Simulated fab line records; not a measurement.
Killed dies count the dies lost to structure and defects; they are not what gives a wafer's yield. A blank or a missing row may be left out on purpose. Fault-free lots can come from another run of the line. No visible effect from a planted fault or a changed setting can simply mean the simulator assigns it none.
fab line records / flow sky130
record lots=6 wafers=18 last_day=50
route steps=708 shown VT_ADJUST_LVTN@100
lots that met no fault: from a run of the same line without faults
start_h: hours from the record's opening day to when the first of the lot's shown wafers began / wait_h: hours elapsed since this lot's preceding step / " the same as in the row above / L1.1+2: a single row standing in for several wafers / - no value, or no start was given / * or withheld: withheld / < > ~ a bound
route shown NAME@n: NAME is a module with steps in the file, n the number in the route of the first one / usual: average and standard deviation across the fault-free wafers / same: alike in all rows / chamber/n: place in a boat / sites: readings site by site / _std_site: how widely they spread, as a standard deviation / _edge_site: mean of outer sites minus mean of inner sites / radius_mm: how far each site lies from the wafer's centre / mask NAME#n: copy n / behind: the tool/chamber that last shaped the wafer / hold: the reason the lot was held/the length of the hold in hours/how it ended / device: which transistor (n, p or np) failed to switch / end of line: the route-end tests of the same wafers / where a step has no rows: the recipe by itself / killed: the dies lost at the first sort to structure and to defects; this is not the yield of the wafer / map: shows each die of a wafer: x if killed, . if not, _ if none is there
set.NAME: the run value of the setting; set.NAME@STEP: its run value at that earlier step / model.NAME: the simulator's own value behind a step, which no gauge read
lots at selected steps of the route; one table per step, one row per wafer
services: a tool's chamber out of use, with start hour (start_h, from the record's first day; less than 0 if before it), hours out, and reason
## steps
# step SKY_VT_ADJUST_LVTN_SOFTBAKE_03
# recipe temp_c=110 time_s=withheld
# step SKY_VT_ADJUST_LVTN_EXPOSE_04
# recipe mask_id=NWM_COMPLEMENT_LESS_NATIVE na=0.6 source_shape=conventional sigma_outer=0.6 polarization=unpolarized target_cd_nm=840 dose_mj=194
# step SKY_VT_ADJUST_LVTN_PEB_05
# recipe temp_c=115 time_s=withheld
# step SKY_VT_ADJUST_LVTN_DEVELOP_06
# recipe wall_angle_deg=90 developer=TMAH develop_time_s=60 dev_temp_c=23
# step SKY_VT_ADJUST_LVTN_OVL_MEAS_07
# usual VT_ADJUST_LVTN_OVL=-0.3/1.3
lot.wafer=L104.1 tool=overlay-01 chamber=- start_h=145.88 wait_h=- VT_ADJUST_LVTN_OVL[nm]=-1.2
lot.wafer=L104.4 tool=overlay-01 chamber=- start_h=145.88 wait_h=- VT_ADJUST_LVTN_OVL[nm]=-1.9
lot.wafer=L104.6 tool=overlay-01 chamber=- start_h=145.88 wait_h=- VT_ADJUST_LVTN_OVL[nm]=-0.7
lot.wafer=L112.3 tool=overlay-02 chamber=- start_h=204.06 wait_h=- VT_ADJUST_LVTN_OVL[nm]=-2.6
lot.wafer=L112.5 tool=overlay-02 chamber=- start_h=204.06 wait_h=- VT_ADJUST_LVTN_OVL[nm]=-1.3
lot.wafer=L112.6 tool=overlay-02 chamber=- start_h=204.06 wait_h=- VT_ADJUST_LVTN_OVL[nm]=-0.8
lot.wafer=L113.1 tool=overlay-01 chamber=- start_h=204.43 wait_h=- VT_ADJUST_LVTN_OVL[nm]=-2.4
lot.wafer=L113.2 tool=overlay-01 chamber=- start_h=204.43 wait_h=- VT_ADJUST_LVTN_OVL[nm]=-1.6
lot.wafer=L113.3 tool=overlay-01 chamber=- start_h=204.43 wait_h=- VT_ADJUST_LVTN_OVL[nm]=0.2
lot.wafer=L122.4 tool=overlay-02 chamber=- start_h=272.51 wait_h=- VT_ADJUST_LVTN_OVL[nm]=-0.6
lot.wafer=L122.5 tool=overlay-02 chamber=- start_h=272.51 wait_h=- VT_ADJUST_LVTN_OVL[nm]=-1.8
lot.wafer=L122.6 tool=overlay-02 chamber=- start_h=272.51 wait_h=- VT_ADJUST_LVTN_OVL[nm]=-1.4
lot.wafer=L123.1 tool=overlay-02 chamber=- start_h=274.53 wait_h=- VT_ADJUST_LVTN_OVL[nm]=-2.5
lot.wafer=L123.2 tool=overlay-02 chamber=- start_h=274.53 wait_h=- VT_ADJUST_LVTN_OVL[nm]=-2.8
lot.wafer=L123.3 tool=overlay-02 chamber=- start_h=274.53 wait_h=- VT_ADJUST_LVTN_OVL[nm]=-1.1
lot.wafer=L124.1 tool=overlay-02 chamber=- start_h=279.15 wait_h=- VT_ADJUST_LVTN_OVL[nm]=-0.5
lot.wafer=L124.3 tool=overlay-02 chamber=- start_h=279.15 wait_h=- VT_ADJUST_LVTN_OVL[nm]=0.0
lot.wafer=L124.5 tool=overlay-02 chamber=- start_h=279.15 wait_h=- VT_ADJUST_LVTN_OVL[nm]=-2.3
# step SKY_VT_ADJUST_LVTN_IMPLANT_08
# recipe species=B energy_kev=30 dose_cm2=1.57e+12 tilt_deg=withheld
# step SKY_VT_ADJUST_LVTN_STRIP_09
# recipe chemistry=O2/N2 power_w=1400 pressure_mtorr=1500 platen_temp_c=withheld o2_flow_sccm=3000 n2_flow_sccm=300 overash_fraction=0.5
# usual drypump_motor_current_A=5.5/0.32 oes_product_au=0.722/0.0042 strip_time_to_endpoint_s=36.91/0.11
lot.wafer=L104.1 tool=plasma_asher-01 chamber=0 start_h=146.06 wait_h=0.1 drypump_motor_current_A=5.5 oes_product_au=0.720 rf_hours_counter_h=3 strip_time_to_endpoint_s=36.88
lot.wafer=L104.4 tool=plasma_asher-01 chamber=0 start_h=146.06 wait_h=0.1 drypump_motor_current_A=5.5 oes_product_au=0.721 rf_hours_counter_h=- strip_time_to_endpoint_s=36.87
lot.wafer=L104.6 tool=plasma_asher-01 chamber=1 start_h=146.06 wait_h=0.1 drypump_motor_current_A=5.5 oes_product_au=0.724 rf_hours_counter_h=- strip_time_to_endpoint_s=36.80
lot.wafer=L112.3 tool=plasma_asher-03 chamber=0 start_h=204.27 wait_h=0.1 drypump_motor_current_A=6.0 oes_product_au=0.720 rf_hours_counter_h=- strip_time_to_endpoint_s=37.01
lot.wafer=L112.5 tool=plasma_asher-03 chamber=0 start_h=204.27 wait_h=0.1 drypump_motor_current_A=6.0 oes_product_au=0.722 rf_hours_counter_h=- strip_time_to_endpoint_s=36.96
lot.wafer=L112.6 tool=plasma_asher-03 chamber=1 start_h=204.27 wait_h=0.1 drypump_motor_current_A=5.9 oes_product_au=0.725 rf_hours_counter_h=- strip_time_to_endpoint_s=36.99
lot.wafer=L113.1 tool=plasma_asher-04 chamber=0 start_h=204.61 wait_h=0.1 drypump_motor_current_A=5.3 oes_product_au=0.717 rf_hours_counter_h=40 strip_time_to_endpoint_s=36.89
lot.wafer=L113.2 tool=plasma_asher-04 chamber=1 start_h=204.61 wait_h=0.1 drypump_motor_current_A=5.0 oes_product_au=0.718 rf_hours_counter_h=40 strip_time_to_endpoint_s=36.92
lot.wafer=L113.3 tool=plasma_asher-04 chamber=0 start_h=204.61 wait_h=0.1 drypump_motor_current_A=5.3 oes_product_au=0.727 rf_hours_counter_h=- strip_time_to_endpoint_s=36.94
lot.wafer=L122.4 tool=plasma_asher-03 chamber=0 start_h=272.71 wait_h=0.1 drypump_motor_current_A=6.0 oes_product_au=0.720 rf_hours_counter_h=- strip_time_to_endpoint_s=36.87
lot.wafer=L122.5 tool=plasma_asher-03 chamber=1 start_h=272.71 wait_h=0.1 drypump_motor_current_A=5.9 oes_product_au=0.722 rf_hours_counter_h=- strip_time_to_endpoint_s=36.90
lot.wafer=L122.6 tool=plasma_asher-03 chamber=0 start_h=272.71 wait_h=0.1 drypump_motor_current_A=5.9 oes_product_au=0.726 rf_hours_counter_h=- strip_time_to_endpoint_s=36.98
lot.wafer=L123.1 tool=plasma_asher-04 chamber=0 start_h=274.71 wait_h=0.1 drypump_motor_current_A=5.4 oes_product_au=0.721 rf_hours_counter_h=46 strip_time_to_endpoint_s=37.16
lot.wafer=L123.2 tool=plasma_asher-04 chamber=1 start_h=274.71 wait_h=0.1 drypump_motor_current_A=5.0 oes_product_au=0.725 rf_hours_counter_h=46 strip_time_to_endpoint_s=37.11
lot.wafer=L123.3 tool=plasma_asher-04 chamber=0 start_h=274.71 wait_h=0.1 drypump_motor_current_A=5.4 oes_product_au=0.724 rf_hours_counter_h=- strip_time_to_endpoint_s=37.07
lot.wafer=L124.1 tool=plasma_asher-03 chamber=1 start_h=279.33 wait_h=0.1 drypump_motor_current_A=5.9 oes_product_au=0.727 rf_hours_counter_h=58 strip_time_to_endpoint_s=36.70
lot.wafer=L124.3 tool=plasma_asher-03 chamber=0 start_h=279.33 wait_h=0.1 drypump_motor_current_A=6.0 oes_product_au=0.727 rf_hours_counter_h=- strip_time_to_endpoint_s=36.72
lot.wafer=L124.5 tool=plasma_asher-03 chamber=0 start_h=279.33 wait_h=0.1 drypump_motor_current_A=6.0 oes_product_au=0.714 rf_hours_counter_h=- strip_time_to_endpoint_s=36.79
# step SKY_VT_ADJUST_LVTN_TW_MEAS_10
# usual VT_ADJUST_LVTN_TW=242.1/2
lot.wafer=L104.1 tool=film_metro-04 chamber=- start_h=146.16 wait_h=0.1 VT_ADJUST_LVTN_TW=244.2
lot.wafer=L104.4 tool=film_metro-04 chamber=- start_h=146.16 wait_h=0.1 VT_ADJUST_LVTN_TW=244.9
lot.wafer=L104.6 tool=film_metro-04 chamber=- start_h=146.16 wait_h=0.1 VT_ADJUST_LVTN_TW=245.3
lot.wafer=L112.3 tool=film_metro-03 chamber=- start_h=204.35 wait_h=0.1 VT_ADJUST_LVTN_TW=239.7
lot.wafer=L112.5 tool=film_metro-03 chamber=- start_h=204.35 wait_h=0.1 VT_ADJUST_LVTN_TW=241.1
lot.wafer=L112.6 tool=film_metro-03 chamber=- start_h=204.35 wait_h=0.1 VT_ADJUST_LVTN_TW=239.1
lot.wafer=L113.1 tool=film_metro-04 chamber=- start_h=204.71 wait_h=0.1 VT_ADJUST_LVTN_TW=243.9
lot.wafer=L113.2 tool=film_metro-04 chamber=- start_h=204.71 wait_h=0.1 VT_ADJUST_LVTN_TW=244.8
lot.wafer=L113.3 tool=film_metro-04 chamber=- start_h=204.71 wait_h=0.1 VT_ADJUST_LVTN_TW=244.8
lot.wafer=L122.4 tool=film_metro-03 chamber=- start_h=272.81 wait_h=0.1 VT_ADJUST_LVTN_TW=240.1
lot.wafer=L122.5 tool=film_metro-03 chamber=- start_h=272.81 wait_h=0.1 VT_ADJUST_LVTN_TW=240.2
lot.wafer=L122.6 tool=film_metro-03 chamber=- start_h=272.81 wait_h=0.1 VT_ADJUST_LVTN_TW=239.9
lot.wafer=L123.1 tool=film_metro-04 chamber=- start_h=274.81 wait_h=0.1 VT_ADJUST_LVTN_TW=245.5
lot.wafer=L123.2 tool=film_metro-04 chamber=- start_h=274.81 wait_h=0.1 VT_ADJUST_LVTN_TW=244.7
lot.wafer=L123.3 tool=film_metro-04 chamber=- start_h=274.81 wait_h=0.1 VT_ADJUST_LVTN_TW=245.7
lot.wafer=L124.1 tool=film_metro-02 chamber=- start_h=279.43 wait_h=0.1 VT_ADJUST_LVTN_TW=242.7
lot.wafer=L124.3 tool=film_metro-02 chamber=- start_h=279.43 wait_h=0.1 VT_ADJUST_LVTN_TW=244.2
lot.wafer=L124.5 tool=film_metro-02 chamber=- start_h=279.43 wait_h=0.1 VT_ADJUST_LVTN_TW=241.7
# step SKY_VT_ADJUST_LVTN_DEHYDRATE_11
# recipe temp_c=200 time_s=60
# step SKY_VT_ADJUST_LVTN_HMDS_12
# recipe prime_time_s=60 prime_temp_c=120
# step SKY_VT_ADJUST_LVTN_COAT_13
# recipe resist=NOVOLAK spin_rpm=3000 resist_thk_nm=1140
# step SKY_VT_ADJUST_LVTN_SOFTBAKE_14
# recipe temp_c=90 time_s=60 resist=NOVOLAK
# step SKY_VT_ADJUST_LVTN_EXPOSE_15
# recipe mask_id=HVN_STD_DERIVED na=0.6 source_shape=conventional sigma_outer=0.6 polarization=unpolarized target_cd_nm=600 dose_mj=163
# usual exposure_dose_mJ_cm2=162.99/0.15 focus_offset_nm=0.0/0.53
lot.wafer=L104.1 tool=iline_stepper-02 chamber=0 start_h=156.35 wait_h=- mask=HVN_STD_DERIVED#0 exposure_dose_mJ_cm2=163.19 focus_offset_nm=0.1
lot.wafer=L104.4 tool=iline_stepper-02 chamber=0 start_h=156.35 wait_h=- mask=HVN_STD_DERIVED#0 exposure_dose_mJ_cm2=163.27 focus_offset_nm=-0.3
lot.wafer=L104.6 tool=iline_stepper-02 chamber=0 start_h=156.35 wait_h=- mask=HVN_STD_DERIVED#0 exposure_dose_mJ_cm2=162.99 focus_offset_nm=0.1
lot.wafer=L112.3 tool=iline_stepper-01 chamber=- start_h=215.34 wait_h=- mask=HVN_STD_DERIVED#0 exposure_dose_mJ_cm2=- focus_offset_nm=-
lot.wafer=L112.5 tool=iline_stepper-01 chamber=- start_h=215.34 wait_h=- mask=HVN_STD_DERIVED#0 exposure_dose_mJ_cm2=- focus_offset_nm=-
lot.wafer=L112.6 tool=iline_stepper-01 chamber=- start_h=215.34 wait_h=- mask=HVN_STD_DERIVED#0 exposure_dose_mJ_cm2=- focus_offset_nm=-
lot.wafer=L113.1 tool=iline_stepper-01 chamber=- start_h=215.54 wait_h=- mask=HVN_STD_DERIVED#0 exposure_dose_mJ_cm2=- focus_offset_nm=-
lot.wafer=L113.2 tool=iline_stepper-01 chamber=- start_h=215.54 wait_h=- mask=HVN_STD_DERIVED#0 exposure_dose_mJ_cm2=- focus_offset_nm=-
lot.wafer=L113.3 tool=iline_stepper-01 chamber=- start_h=215.54 wait_h=- mask=HVN_STD_DERIVED#0 exposure_dose_mJ_cm2=- focus_offset_nm=-
lot.wafer=L122.4 tool=iline_stepper-02 chamber=0 start_h=284.80 wait_h=- mask=HVN_STD_DERIVED#0 exposure_dose_mJ_cm2=162.99 focus_offset_nm=-0.5
lot.wafer=L122.5 tool=iline_stepper-02 chamber=0 start_h=284.80 wait_h=- mask=HVN_STD_DERIVED#0 exposure_dose_mJ_cm2=163.37 focus_offset_nm=0.3
lot.wafer=L122.6 tool=iline_stepper-02 chamber=0 start_h=284.80 wait_h=- mask=HVN_STD_DERIVED#0 exposure_dose_mJ_cm2=163.16 focus_offset_nm=0.0
lot.wafer=L123.1 tool=iline_stepper-02 chamber=0 start_h=286.93 wait_h=- mask=HVN_STD_DERIVED#0 exposure_dose_mJ_cm2=163.31 focus_offset_nm=0.3
lot.wafer=L123.2 tool=iline_stepper-02 chamber=0 start_h=286.93 wait_h=- mask=HVN_STD_DERIVED#0 exposure_dose_mJ_cm2=162.96 focus_offset_nm=-1.1
lot.wafer=L123.3 tool=iline_stepper-02 chamber=0 start_h=286.93 wait_h=- mask=HVN_STD_DERIVED#0 exposure_dose_mJ_cm2=163.02 focus_offset_nm=-0.3
lot.wafer=L124.1 tool=iline_stepper-01 chamber=0 start_h=292.47 wait_h=- mask=HVN_STD_DERIVED#0 exposure_dose_mJ_cm2=162.82 focus_offset_nm=0.6
lot.wafer=L124.3 tool=iline_stepper-01 chamber=0 start_h=292.47 wait_h=- mask=HVN_STD_DERIVED#0 exposure_dose_mJ_cm2=163.10 focus_offset_nm=0.3
lot.wafer=L124.5 tool=iline_stepper-01 chamber=0 start_h=292.47 wait_h=- mask=HVN_STD_DERIVED#0 exposure_dose_mJ_cm2=162.98 focus_offset_nm=0.1
# step SKY_VT_ADJUST_LVTN_PEB_16
# recipe temp_c=withheld time_s=* resist=NOVOLAK
## services
tool=iline_stepper-02 chamber=- start_h=140.16 hours=1.2 kind=repair
tool=iline_stepper-02 chamber=- start_h=186.65 hours=2.8 kind=repair
tool=iline_stepper-02 chamber=- start_h=230.48 hours=1.7 kind=pm
## key
first_sign step=SKY_VT_ADJUST_LVTN_EXPOSE_15 reading=tool_record direction=missing
effect none on later readings
met_at SKY_VT_ADJUST_LVTN_EXPOSE_15
struck_wafers L112.3,L112.5,L112.6,L113.1,L113.2,L113.3
sort_left_out L112.3,L112.5,L112.6,L113.1,L113.2,L113.3
tester_left_out L112,L113
fault kind=skipped_step_whole tool=iline_stepper-01 chamber=- onset_h=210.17 steps=SKY_VT_ADJUST_LVTN_EXPOSE_15 scope=struck_lots_only
# tester_left_out: of these lots the tester's yield and bins aren't shown, on N5 and GAA mostly nor the transistor test; their killed dies are dies lost to structure and defects alone, not to doping, threshold or leakage, so they don't give the yield
# sort_left_out: the simulated sort isn't trusted on such a fault, so these wafers' sort isn't shown, and their yield isn't known
